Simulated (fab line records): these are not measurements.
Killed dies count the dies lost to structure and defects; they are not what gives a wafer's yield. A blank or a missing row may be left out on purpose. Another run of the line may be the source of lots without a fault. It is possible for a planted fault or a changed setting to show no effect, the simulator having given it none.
fab line records / flow sky130
record lots=7 wafers=21 last-day=50
route steps=708 shown METAL5@677 PASSIVATION@681
lots that met no fault: from a run of the same line without faults
start-h: the number of hours between the record's first day and the start of the first shown wafer of the lot / wait-h: time in hours since the lot's previous step / " identical to the entry in the row above / L1.1+2: one row covering several wafers at once / - no value, or no start given / * or withheld: withheld / < > ~ a bound
route shown NAME@n: names a module that has steps shown in the file, with the first one's number in the route / usual: mean and standard deviation over wafers with no fault / same: alike in all rows / chamber/n: place in a boat / sites: each site's reading / _std_site: standard deviation of those values / _edge_site: the outer-site mean with the inner-site mean subtracted / radius-mm: for every site, how far away it sits from the centre of the wafer / mask NAME#n: copy n / behind: the last tool/chamber to shape the wafer / hold: what put the lot on hold/how long, in hours/how the hold closed / device: transistor that didn't switch, given as n, p or np / end of line: tests of these same wafers at the route's end / a step given without rows: its recipe and nothing more / killed: dies lost to structure and defects at the first sort, not the wafer's yield / map: per-die view of a wafer (x killed, . not killed, _ where there is no die)
set.NAME: the run value of the setting; set.NAME@STEP: its run value at that earlier step / model.NAME: the simulator's own value behind a step, which no gauge read
a table for each step, a row for each wafer; lots at some steps of the route
services: the hour from which a tool's chamber was out of use, counted from the record's first day as start-h (under 0 if before that day), plus the number of hours and why
## steps
# step SKY_METAL5_STRIP_16
# recipe chemistry=O2/N2 power-w=1400 pressure-mtorr=1500 platen-temp-c=withheld o2-flow-sccm=3000 n2-flow-sccm=300 overash-fraction=0.5
# usual chamber-pressure-mTorr=1499.9/1.3 drypump-motor-current-A=5.8/0.52 oes-product-au=0.711/0.0046 strip-time-to-endpoint-s=13.10/0.11
lot.wafer=L681.2 tool=plasma-asher-04 chamber=1 start-h=1037.28 wait-h=0.2 chamber-pressure-mTorr=1498.4 drypump-motor-current-A=5.1 oes-product-au=0.704 rf-hours-counter-h=121 strip-time-to-endpoint-s=13.15
lot.wafer=L681.3 tool=plasma-asher-04 chamber=1 start-h=1037.28 wait-h=0.2 chamber-pressure-mTorr=1499.0 drypump-motor-current-A=5.2 oes-product-au=0.710 rf-hours-counter-h=- strip-time-to-endpoint-s=13.16
lot.wafer=L681.4 tool=plasma-asher-04 chamber=0 start-h=1037.28 wait-h=0.2 chamber-pressure-mTorr=1499.4 drypump-motor-current-A=6.2 oes-product-au=0.710 rf-hours-counter-h=- strip-time-to-endpoint-s=12.86
lot.wafer=L684.2 tool=plasma-asher-01 chamber=0 start-h=1073.18 wait-h=0.2 chamber-pressure-mTorr=1500.8 drypump-motor-current-A=5.7 oes-product-au=0.704 rf-hours-counter-h=96 strip-time-to-endpoint-s=13.03
lot.wafer=L684.3 tool=plasma-asher-01 chamber=0 start-h=1073.18 wait-h=0.2 chamber-pressure-mTorr=1501.2 drypump-motor-current-A=5.7 oes-product-au=0.710 rf-hours-counter-h=- strip-time-to-endpoint-s=13.07
lot.wafer=L684.6 tool=plasma-asher-01 chamber=1 start-h=1073.18 wait-h=0.2 chamber-pressure-mTorr=1501.0 drypump-motor-current-A=6.5 oes-product-au=0.703 rf-hours-counter-h=- strip-time-to-endpoint-s=13.17
lot.wafer=L694.1 tool=plasma-asher-01 chamber=1 start-h=1128.66 wait-h=0.2 chamber-pressure-mTorr=1499.3 drypump-motor-current-A=6.5 oes-product-au=0.705 rf-hours-counter-h=102 strip-time-to-endpoint-s=12.92
lot.wafer=L694.3 tool=plasma-asher-01 chamber=1 start-h=1128.66 wait-h=0.2 chamber-pressure-mTorr=1499.9 drypump-motor-current-A=6.6 oes-product-au=0.718 rf-hours-counter-h=- strip-time-to-endpoint-s=12.81
lot.wafer=L694.5 tool=plasma-asher-01 chamber=1 start-h=1128.66 wait-h=0.2 chamber-pressure-mTorr=1500.4 drypump-motor-current-A=6.5 oes-product-au=0.711 rf-hours-counter-h=- strip-time-to-endpoint-s=13.00
lot.wafer=L695.1 tool=plasma-asher-02 chamber=1 start-h=1130.92 wait-h=0.2 chamber-pressure-mTorr=1501.1 drypump-motor-current-A=5.5 oes-product-au=0.717 rf-hours-counter-h=67 strip-time-to-endpoint-s=12.92
lot.wafer=L695.2 tool=plasma-asher-02 chamber=0 start-h=1130.92 wait-h=0.2 chamber-pressure-mTorr=1501.4 drypump-motor-current-A=5.2 oes-product-au=0.705 rf-hours-counter-h=67 strip-time-to-endpoint-s=12.85
lot.wafer=L695.4 tool=plasma-asher-02 chamber=1 start-h=1130.92 wait-h=0.2 chamber-pressure-mTorr=1499.9 drypump-motor-current-A=5.5 oes-product-au=0.716 rf-hours-counter-h=- strip-time-to-endpoint-s=12.93
lot.wafer=L696.2 tool=plasma-asher-01 chamber=0 start-h=1130.98 wait-h=0.2 chamber-pressure-mTorr=1498.7 drypump-motor-current-A=5.7 oes-product-au=0.704 rf-hours-counter-h=102 strip-time-to-endpoint-s=13.07
lot.wafer=L696.3 tool=plasma-asher-01 chamber=0 start-h=1130.98 wait-h=0.2 chamber-pressure-mTorr=1496.6 drypump-motor-current-A=5.7 oes-product-au=0.711 rf-hours-counter-h=- strip-time-to-endpoint-s=13.09
lot.wafer=L696.6 tool=plasma-asher-01 chamber=0 start-h=1130.98 wait-h=0.2 chamber-pressure-mTorr=1500.4 drypump-motor-current-A=5.7 oes-product-au=0.710 rf-hours-counter-h=- strip-time-to-endpoint-s=13.07
lot.wafer=L700.1 tool=plasma-asher-04 chamber=0 start-h=1153.03 wait-h=0.2 chamber-pressure-mTorr=1498.3 drypump-motor-current-A=6.3 oes-product-au=0.708 rf-hours-counter-h=8 strip-time-to-endpoint-s=13.14
lot.wafer=L700.4 tool=plasma-asher-04 chamber=0 start-h=1153.03 wait-h=0.2 chamber-pressure-mTorr=1500.4 drypump-motor-current-A=6.3 oes-product-au=0.716 rf-hours-counter-h=- strip-time-to-endpoint-s=13.22
lot.wafer=L700.5 tool=plasma-asher-04 chamber=0 start-h=1153.03 wait-h=0.2 chamber-pressure-mTorr=1498.3 drypump-motor-current-A=6.3 oes-product-au=0.709 rf-hours-counter-h=- strip-time-to-endpoint-s=13.18
lot.wafer=L701.1 tool=plasma-asher-01 chamber=0 start-h=1161.73 wait-h=0.2 chamber-pressure-mTorr=1498.0 drypump-motor-current-A=5.7 oes-product-au=0.704 rf-hours-counter-h=105 strip-time-to-endpoint-s=12.99
lot.wafer=L701.4 tool=plasma-asher-01 chamber=1 start-h=1161.73 wait-h=0.2 chamber-pressure-mTorr=1500.0 drypump-motor-current-A=6.5 oes-product-au=0.709 rf-hours-counter-h=- strip-time-to-endpoint-s=13.09
lot.wafer=L701.6 tool=plasma-asher-01 chamber=1 start-h=1161.73 wait-h=0.2 chamber-pressure-mTorr=1502.2 drypump-motor-current-A=6.5 oes-product-au=0.707 rf-hours-counter-h=- strip-time-to-endpoint-s=13.15
# step SKY_METAL5_STRIP_17
# recipe chemistry=post-etch-residue-remover time-s=1200 temp-c=72.5
# step SKY_METAL5_CLEAN_18
# recipe chemistry=IPA time-s=180 temp-c=25
# step SKY_METAL5_CLEAN_19
# recipe chemistry=O3/DIW dry=n2-spin
# step SKY_PASSIVATION_CVD_00
# recipe material=SiO2 target-thk-nm=90 temp-c=400 time-s=withheld rf-w=600
# usual heater-power-outer-w=403/61 heater-power-w=684/69 susceptor-temp-C=399.99/0.23
lot.wafer=L681.2 tool=pecvd-01 chamber=1 start-h=1037.87 wait-h=0.0 heater-power-outer-w=363 heater-power-w=675 susceptor-temp-C=399.74
lot.wafer=L681.3 tool=pecvd-01 chamber=2 start-h=1037.87 wait-h=0.0 heater-power-outer-w=338 heater-power-w=577 susceptor-temp-C=399.65
lot.wafer=L681.4 tool=pecvd-01 chamber=1 start-h=1037.87 wait-h=0.0 heater-power-outer-w=361 heater-power-w=676 susceptor-temp-C=399.97
lot.wafer=L684.2 tool=pecvd-04 chamber=1 start-h=1073.77 wait-h=0.0 heater-power-outer-w=528 heater-power-w=778 susceptor-temp-C=399.86
lot.wafer=L684.3 tool=pecvd-04 chamber=2 start-h=1073.77 wait-h=0.0 heater-power-outer-w=397 heater-power-w=688 susceptor-temp-C=399.75
lot.wafer=L684.6 tool=pecvd-04 chamber=2 start-h=1073.77 wait-h=0.0 heater-power-outer-w=410 heater-power-w=685 susceptor-temp-C=400.03
lot.wafer=L694.1 tool=pecvd-04 chamber=1 start-h=1129.25 wait-h=0.0 heater-power-outer-w=551 heater-power-w=840 susceptor-temp-C=399.88
lot.wafer=L694.3 tool=pecvd-04 chamber=2 start-h=1129.25 wait-h=0.0 heater-power-outer-w=351 heater-power-w=635 susceptor-temp-C=399.64
lot.wafer=L694.5 tool=pecvd-04 chamber=0 start-h=1129.25 wait-h=0.0 heater-power-outer-w=455 heater-power-w=733 susceptor-temp-C=399.75
lot.wafer=L695.1 tool=pecvd-02 chamber=2 start-h=1131.68 wait-h=0.0 heater-power-outer-w=393 heater-power-w=634 susceptor-temp-C=399.87
lot.wafer=L695.2 tool=pecvd-02 chamber=0 start-h=1131.68 wait-h=0.0 heater-power-outer-w=395 heater-power-w=687 susceptor-temp-C=400.21
lot.wafer=L695.4 tool=pecvd-02 chamber=2 start-h=1131.68 wait-h=0.0 heater-power-outer-w=403 heater-power-w=617 susceptor-temp-C=399.74
lot.wafer=L696.2 tool=pecvd-04 chamber=1 start-h=1131.77 wait-h=0.0 heater-power-outer-w=558 heater-power-w=842 susceptor-temp-C=400.24
lot.wafer=L696.3 tool=pecvd-04 chamber=2 start-h=1131.77 wait-h=0.0 heater-power-outer-w=420 heater-power-w=731 susceptor-temp-C=400.21
lot.wafer=L696.6 tool=pecvd-04 chamber=0 start-h=1131.77 wait-h=0.0 heater-power-outer-w=440 heater-power-w=737 susceptor-temp-C=400.04
lot.wafer=L700.1 tool=pecvd-02 chamber=2 start-h=1153.63 wait-h=0.0 heater-power-outer-w=420 heater-power-w=639 susceptor-temp-C=399.71
lot.wafer=L700.4 tool=pecvd-02 chamber=2 start-h=1153.63 wait-h=0.0 heater-power-outer-w=429 heater-power-w=651 susceptor-temp-C=400.12
lot.wafer=L700.5 tool=pecvd-02 chamber=1 start-h=1153.63 wait-h=0.0 heater-power-outer-w=390 heater-power-w=663 susceptor-temp-C=400.12
lot.wafer=L701.1 tool=pecvd-02 chamber=1 start-h=1162.32 wait-h=0.0 heater-power-outer-w=448 heater-power-w=764 susceptor-temp-C=400.06
lot.wafer=L701.4 tool=pecvd-02 chamber=0 start-h=1162.32 wait-h=0.0 heater-power-outer-w=383 heater-power-w=675 susceptor-temp-C=400.02
lot.wafer=L701.6 tool=pecvd-02 chamber=1 start-h=1162.32 wait-h=0.0 heater-power-outer-w=445 heater-power-w=757 susceptor-temp-C=399.88
# step SKY_PASSIVATION_THK_MEAS_01
# recipe reads=SiO2_of_PASSIVATION_CVD_00
# usual PASSIVATION_CVD_00_THK=90.0/1.2
lot.wafer=L681.2 tool=film-metro-01 chamber=- start-h=1037.91 wait-h=- PASSIVATION_CVD_00_THK[nm]=87.5
lot.wafer=L681.3 tool=film-metro-01 chamber=- start-h=1037.91 wait-h=- PASSIVATION_CVD_00_THK[nm]=89.1
lot.wafer=L681.4 tool=film-metro-01 chamber=- start-h=1037.91 wait-h=- PASSIVATION_CVD_00_THK[nm]=89.4
lot.wafer=L684.2 tool=film-metro-01 chamber=- start-h=1073.81 wait-h=- PASSIVATION_CVD_00_THK[nm]=90.4
lot.wafer=L684.3 tool=film-metro-01 chamber=- start-h=1073.81 wait-h=- PASSIVATION_CVD_00_THK[nm]=91.0
lot.wafer=L684.6 tool=film-metro-01 chamber=- start-h=1073.81 wait-h=- PASSIVATION_CVD_00_THK[nm]=92.6
lot.wafer=L694.1 tool=film-metro-01 chamber=- start-h=1129.28 wait-h=- PASSIVATION_CVD_00_THK[nm]=89.4
lot.wafer=L694.3 tool=film-metro-01 chamber=- start-h=1129.28 wait-h=- PASSIVATION_CVD_00_THK[nm]=89.9
lot.wafer=L694.5 tool=film-metro-01 chamber=- start-h=1129.28 wait-h=- PASSIVATION_CVD_00_THK[nm]=91.2
lot.wafer=L695.1 tool=film-metro-02 chamber=- start-h=1131.70 wait-h=- PASSIVATION_CVD_00_THK[nm]=88.7
lot.wafer=L695.2 tool=film-metro-02 chamber=- start-h=1131.70 wait-h=- PASSIVATION_CVD_00_THK[nm]=87.9
lot.wafer=L695.4 tool=film-metro-02 chamber=- start-h=1131.70 wait-h=- PASSIVATION_CVD_00_THK[nm]=90.2
lot.wafer=L696.2 tool=film-metro-01 chamber=- start-h=1131.80 wait-h=- PASSIVATION_CVD_00_THK[nm]=88.1
lot.wafer=L696.3 tool=film-metro-01 chamber=- start-h=1131.80 wait-h=- PASSIVATION_CVD_00_THK[nm]=90.0
lot.wafer=L696.6 tool=film-metro-01 chamber=- start-h=1131.80 wait-h=- PASSIVATION_CVD_00_THK[nm]=90.3
lot.wafer=L700.1 tool=film-metro-02 chamber=- start-h=1153.65 wait-h=- PASSIVATION_CVD_00_THK[nm]=89.9
lot.wafer=L700.4 tool=film-metro-02 chamber=- start-h=1153.65 wait-h=- PASSIVATION_CVD_00_THK[nm]=90.9
lot.wafer=L700.5 tool=film-metro-02 chamber=- start-h=1153.65 wait-h=- PASSIVATION_CVD_00_THK[nm]=91.0
lot.wafer=L701.1 tool=film-metro-02 chamber=- start-h=1162.35 wait-h=- PASSIVATION_CVD_00_THK[nm]=89.5
lot.wafer=L701.4 tool=film-metro-02 chamber=- start-h=1162.35 wait-h=- PASSIVATION_CVD_00_THK[nm]=90.7
lot.wafer=L701.6 tool=film-metro-02 chamber=- start-h=1162.35 wait-h=- PASSIVATION_CVD_00_THK[nm]=90.2
# step SKY_PASSIVATION_CVD_02
# recipe material=Si3N4 target-thk-nm=540 temp-c=400 time-s=withheld rf-w=450
# usual heater-power-outer-w=433/63 heater-power-w=729/76 susceptor-temp-C=399.95/0.23
lot.wafer=L681.2 tool=pecvd-04 chamber=1 start-h=1037.96 wait-h=0.0 heater-power-outer-w=553 heater-power-w=836 susceptor-temp-C=399.87
lot.wafer=L681.3 tool=pecvd-04 chamber=0 start-h=1037.96 wait-h=0.0 heater-power-outer-w=496 heater-power-w=770 susceptor-temp-C=399.81
lot.wafer=L681.4 tool=pecvd-04 chamber=0 start-h=1037.96 wait-h=0.0 heater-power-outer-w=493 heater-power-w=797 susceptor-temp-C=399.88
lot.wafer=L684.2 tool=pecvd-02 chamber=2 start-h=1073.86 wait-h=0.0 heater-power-outer-w=443 heater-power-w=685 susceptor-temp-C=400.06
lot.wafer=L684.3 tool=pecvd-02 chamber=0 start-h=1073.86 wait-h=0.0 heater-power-outer-w=426 heater-power-w=715 susceptor-temp-C=400.34
lot.wafer=L684.6 tool=pecvd-02 chamber=1 start-h=1073.86 wait-h=0.0 heater-power-outer-w=484 heater-power-w=829 susceptor-temp-C=400.11
lot.wafer=L694.1 tool=pecvd-01 chamber=2 start-h=1129.34 wait-h=0.1 heater-power-outer-w=397 heater-power-w=654 susceptor-temp-C=399.70
lot.wafer=L694.3 tool=pecvd-01 chamber=0 start-h=1129.34 wait-h=0.1 heater-power-outer-w=315 heater-power-w=633 susceptor-temp-C=399.92
lot.wafer=L694.5 tool=pecvd-01 chamber=2 start-h=1129.34 wait-h=0.1 heater-power-outer-w=421 heater-power-w=696 susceptor-temp-C=399.69
lot.wafer=L695.1 tool=pecvd-01 chamber=0 start-h=1131.76 wait-h=0.1 heater-power-outer-w=382 heater-power-w=710 susceptor-temp-C=399.97
lot.wafer=L695.2 tool=pecvd-01 chamber=2 start-h=1131.76 wait-h=0.1 heater-power-outer-w=437 heater-power-w=687 susceptor-temp-C=400.07
lot.wafer=L695.4 tool=pecvd-01 chamber=0 start-h=1131.76 wait-h=0.1 heater-power-outer-w=382 heater-power-w=708 susceptor-temp-C=400.08
lot.wafer=L696.2 tool=pecvd-02 chamber=2 start-h=1131.85 wait-h=0.0 heater-power-outer-w=449 heater-power-w=705 susceptor-temp-C=400.10
lot.wafer=L696.3 tool=pecvd-02 chamber=1 start-h=1131.85 wait-h=0.0 heater-power-outer-w=440 heater-power-w=760 susceptor-temp-C=399.85
lot.wafer=L696.6 tool=pecvd-02 chamber=0 start-h=1131.85 wait-h=0.0 heater-power-outer-w=490 heater-power-w=828 susceptor-temp-C=399.93
lot.wafer=L700.1 tool=pecvd-04 chamber=0 start-h=1153.71 wait-h=0.1 heater-power-outer-w=488 heater-power-w=755 susceptor-temp-C=399.92
lot.wafer=L700.4 tool=pecvd-04 chamber=2 start-h=1153.71 wait-h=0.1 heater-power-outer-w=414 heater-power-w=707 susceptor-temp-C=399.77
lot.wafer=L700.5 tool=pecvd-04 chamber=0 start-h=1153.71 wait-h=0.1 heater-power-outer-w=498 heater-power-w=795 susceptor-temp-C=399.87
lot.wafer=L701.1 tool=pecvd-01 chamber=2 start-h=1162.41 wait-h=0.1 heater-power-outer-w=390 heater-power-w=651 susceptor-temp-C=399.46
lot.wafer=L701.4 tool=pecvd-01 chamber=2 start-h=1162.41 wait-h=0.1 heater-power-outer-w=404 heater-power-w=677 susceptor-temp-C=399.68
lot.wafer=L701.6 tool=pecvd-01 chamber=0 start-h=1162.41 wait-h=0.1 heater-power-outer-w=338 heater-power-w=654 susceptor-temp-C=399.97
# step SKY_PASSIVATION_THK_MEAS_03
# recipe reads=Si3N4_of_PASSIVATION_CVD_02
# usual PASSIVATION_CVD_02_THK=541/6.9
lot.wafer=L681.2 tool=film-metro-04 chamber=- start-h=1038.19 wait-h=- PASSIVATION_CVD_02_THK[nm]=546
lot.wafer=L681.3 tool=film-metro-04 chamber=- start-h=1038.19 wait-h=- PASSIVATION_CVD_02_THK[nm]=542
lot.wafer=L681.4 tool=film-metro-04 chamber=- start-h=1038.19 wait-h=- PASSIVATION_CVD_02_THK[nm]=553
lot.wafer=L684.2 tool=film-metro-04 chamber=- start-h=1074.09 wait-h=- PASSIVATION_CVD_02_THK[nm]=531
lot.wafer=L684.3 tool=film-metro-04 chamber=- start-h=1074.09 wait-h=- PASSIVATION_CVD_02_THK[nm]=535
lot.wafer=L684.6 tool=film-metro-04 chamber=- start-h=1074.09 wait-h=- PASSIVATION_CVD_02_THK[nm]=544
lot.wafer=L694.1 tool=film-metro-02 chamber=- start-h=1129.56 wait-h=- PASSIVATION_CVD_02_THK[nm]=535
lot.wafer=L694.3 tool=film-metro-02 chamber=- start-h=1129.56 wait-h=- PASSIVATION_CVD_02_THK[nm]=539
lot.wafer=L694.5 tool=film-metro-02 chamber=- start-h=1129.56 wait-h=- PASSIVATION_CVD_02_THK[nm]=543
lot.wafer=L695.1 tool=film-metro-04 chamber=- start-h=1131.99 wait-h=- PASSIVATION_CVD_02_THK[nm]=541
lot.wafer=L695.2 tool=film-metro-04 chamber=- start-h=1131.99 wait-h=- PASSIVATION_CVD_02_THK[nm]=535
lot.wafer=L695.4 tool=film-metro-04 chamber=- start-h=1131.99 wait-h=- PASSIVATION_CVD_02_THK[nm]=550
lot.wafer=L696.2 tool=film-metro-01 chamber=- start-h=1132.09 wait-h=- PASSIVATION_CVD_02_THK[nm]=535
lot.wafer=L696.3 tool=film-metro-01 chamber=- start-h=1132.09 wait-h=- PASSIVATION_CVD_02_THK[nm]=536
lot.wafer=L696.6 tool=film-metro-01 chamber=- start-h=1132.09 wait-h=- PASSIVATION_CVD_02_THK[nm]=537
lot.wafer=L700.1 tool=film-metro-04 chamber=- start-h=1153.94 wait-h=- PASSIVATION_CVD_02_THK[nm]=548
lot.wafer=L700.4 tool=film-metro-04 chamber=- start-h=1153.94 wait-h=- PASSIVATION_CVD_02_THK[nm]=553
lot.wafer=L700.5 tool=film-metro-04 chamber=- start-h=1153.94 wait-h=- PASSIVATION_CVD_02_THK[nm]=552
lot.wafer=L701.1 tool=film-metro-02 chamber=- start-h=1162.63 wait-h=- PASSIVATION_CVD_02_THK[nm]=531
lot.wafer=L701.4 tool=film-metro-02 chamber=- start-h=1162.63 wait-h=- PASSIVATION_CVD_02_THK[nm]=540
lot.wafer=L701.6 tool=film-metro-02 chamber=- start-h=1162.63 wait-h=- PASSIVATION_CVD_02_THK[nm]=547
# step SKY_PASSIVATION_DEHYDRATE_04
# recipe temp-c=200 time-s=60
# step SKY_PASSIVATION_HMDS_05
# recipe prime-time-s=60 prime-temp-c=120
# step SKY_PASSIVATION_COAT_06
# recipe spin-rpm=2000 resist-thk-nm=3000
# step SKY_PASSIVATION_SOFTBAKE_07
# recipe temp-c=110 time-s=withheld
# step SKY_PASSIVATION_EXPOSE_08
# recipe mask-id=NSM target-cd-nm=3000 na=0.57 dose-mj=260
# usual exposure-dose-mJ-cm2=260.04/0.24 focus-offset-nm=0.1/0.58
lot.wafer=L681.2 tool=iline-stepper-02 chamber=0 start-h=1050.04 wait-h=- mask=NSM#0 exposure-dose-mJ-cm2=259.76 focus-offset-nm=-0.4
lot.wafer=L681.3 tool=iline-stepper-02 chamber=0 start-h=1050.04 wait-h=- mask=NSM#0 exposure-dose-mJ-cm2=260.04 focus-offset-nm=-0.7
lot.wafer=L681.4 tool=iline-stepper-02 chamber=0 start-h=1050.04 wait-h=- mask=NSM#0 exposure-dose-mJ-cm2=259.93 focus-offset-nm=-0.5
lot.wafer=L684.2 tool=iline-stepper-02 chamber=0 start-h=1084.44 wait-h=- mask=NSM#0 exposure-dose-mJ-cm2=260.10 focus-offset-nm=-0.4
lot.wafer=L684.3 tool=iline-stepper-02 chamber=0 start-h=1084.44 wait-h=- mask=NSM#0 exposure-dose-mJ-cm2=259.30 focus-offset-nm=-0.2
lot.wafer=L684.6 tool=iline-stepper-02 chamber=0 start-h=1084.44 wait-h=- mask=NSM#0 exposure-dose-mJ-cm2=260.03 focus-offset-nm=-0.6
lot.wafer=L694.1 tool=iline-stepper-02 chamber=- start-h=1137.74 wait-h=- mask=NSM#0 exposure-dose-mJ-cm2=- focus-offset-nm=-
lot.wafer=L694.3 tool=iline-stepper-02 chamber=- start-h=1137.74 wait-h=- mask=NSM#0 exposure-dose-mJ-cm2=- focus-offset-nm=-
lot.wafer=L694.5 tool=iline-stepper-02 chamber=- start-h=1137.74 wait-h=- mask=NSM#0 exposure-dose-mJ-cm2=- focus-offset-nm=-
lot.wafer=L695.1 tool=iline-stepper-02 chamber=- start-h=1141.00 wait-h=- mask=NSM#0 exposure-dose-mJ-cm2=- focus-offset-nm=-
lot.wafer=L695.2 tool=iline-stepper-02 chamber=- start-h=1141.00 wait-h=- mask=NSM#0 exposure-dose-mJ-cm2=- focus-offset-nm=-
lot.wafer=L695.4 tool=iline-stepper-02 chamber=- start-h=1141.00 wait-h=- mask=NSM#0 exposure-dose-mJ-cm2=- focus-offset-nm=-
lot.wafer=L696.2 tool=iline-stepper-01 chamber=- start-h=1141.27 wait-h=- mask=NSM#0 exposure-dose-mJ-cm2=- focus-offset-nm=-
lot.wafer=L696.3 tool=iline-stepper-01 chamber=- start-h=1141.27 wait-h=- mask=NSM#0 exposure-dose-mJ-cm2=- focus-offset-nm=-
lot.wafer=L696.6 tool=iline-stepper-01 chamber=- start-h=1141.27 wait-h=- mask=NSM#0 exposure-dose-mJ-cm2=- focus-offset-nm=-
lot.wafer=L700.1 tool=iline-stepper-02 chamber=0 start-h=1162.65 wait-h=- mask=NSM#0 exposure-dose-mJ-cm2=259.81 focus-offset-nm=-0.4
lot.wafer=L700.4 tool=iline-stepper-02 chamber=0 start-h=1162.65 wait-h=- mask=NSM#0 exposure-dose-mJ-cm2=259.76 focus-offset-nm=0.7
lot.wafer=L700.5 tool=iline-stepper-02 chamber=0 start-h=1162.65 wait-h=- mask=NSM#0 exposure-dose-mJ-cm2=259.80 focus-offset-nm=-0.8
lot.wafer=L701.1 tool=iline-stepper-02 chamber=0 start-h=1171.21 wait-h=- mask=NSM#0 exposure-dose-mJ-cm2=260.11 focus-offset-nm=-0.1
lot.wafer=L701.4 tool=iline-stepper-02 chamber=0 start-h=1171.21 wait-h=- mask=NSM#0 exposure-dose-mJ-cm2=260.18 focus-offset-nm=0.0
lot.wafer=L701.6 tool=iline-stepper-02 chamber=0 start-h=1171.21 wait-h=- mask=NSM#0 exposure-dose-mJ-cm2=260.46 focus-offset-nm=-0.1
# step SKY_PASSIVATION_PEB_09
# recipe temp-c=115 time-s=withheld
## services
tool=pecvd-04 chamber=2 start-h=1024.91 hours=2.9 kind=repair
tool=pecvd-02 chamber=- start-h=1031.05 hours=3.3 kind=repair
tool=pecvd-02 chamber=2 start-h=1032.39 hours=16.5 kind=scheduled-down
tool=iline-stepper-01 chamber=- start-h=1034.58 hours=1.7 kind=pm
tool=iline-stepper-01 chamber=- start-h=1050.35 hours=4.4 kind=pm
tool=pecvd-01 chamber=2 start-h=1051.69 hours=5.5 kind=scheduled-down
tool=pecvd-02 chamber=2 start-h=1053.41 hours=5.5 kind=scheduled-down
tool=plasma-asher-04 chamber=- start-h=1055.25 hours=9.0 kind=pm
tool=plasma-asher-04 chamber=0 start-h=1055.25 hours=9.0 kind=vent-cycle
tool=plasma-asher-04 chamber=1 start-h=1055.25 hours=9.0 kind=vent-cycle
tool=plasma-asher-04 chamber=0 start-h=1064.25 hours=- kind=clean
tool=plasma-asher-04 chamber=1 start-h=1064.25 hours=- kind=clean
tool=pecvd-02 chamber=- start-h=1097.40 hours=6.0 kind=pm
tool=pecvd-02 chamber=1 start-h=1108.18 hours=6.2 kind=repair
tool=plasma-asher-01 chamber=- start-h=1113.85 hours=0.9 kind=repair
tool=iline-stepper-02 chamber=0 start-h=1118.11 hours=- kind=calibration
tool=pecvd-02 chamber=0 start-h=1119.46 hours=- kind=calibration
tool=pecvd-01 chamber=1 start-h=1123.79 hours=2.1 kind=scheduled-down
tool=pecvd-04 chamber=- start-h=1125.06 hours=2.8 kind=pm
tool=iline-stepper-01 chamber=0 start-h=1129.73 hours=- kind=calibration
tool=pecvd-04 chamber=2 start-h=1162.37 hours=5.5 kind=scheduled-down
## key
first-sign step=SKY_PASSIVATION_EXPOSE_08 reading=tool-record direction=missing
effect none on later readings
met-at SKY_PASSIVATION_EXPOSE_08
struck-wafers L694.1,L694.3,L694.5,L695.1,L695.2,L695.4,L696.2,L696.3,L696.6
later-rows-left-out L694.1,L694.3,L694.5,L695.1,L695.2,L695.4,L696.2,L696.3,L696.6
sort-left-out L694.1,L694.3,L694.5,L695.1,L695.2,L695.4,L696.2,L696.3,L696.6
onset-between 1084.44 1137.74
fault kind=skipped-step-whole tool=iline-stepper-01,iline-stepper-02 chamber=- onset-h=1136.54 steps=SKY_PASSIVATION_EXPOSE_08 scope=struck-lots-only
# sort-left-out: the simulated sort isn't trusted on such a fault, so these wafers' sort isn't shown, and their yield isn't known
# later-rows-left-out: the simulator's readings of these wafers behind a module that went badly wrong aren't trusted and aren't shown, but for the sort
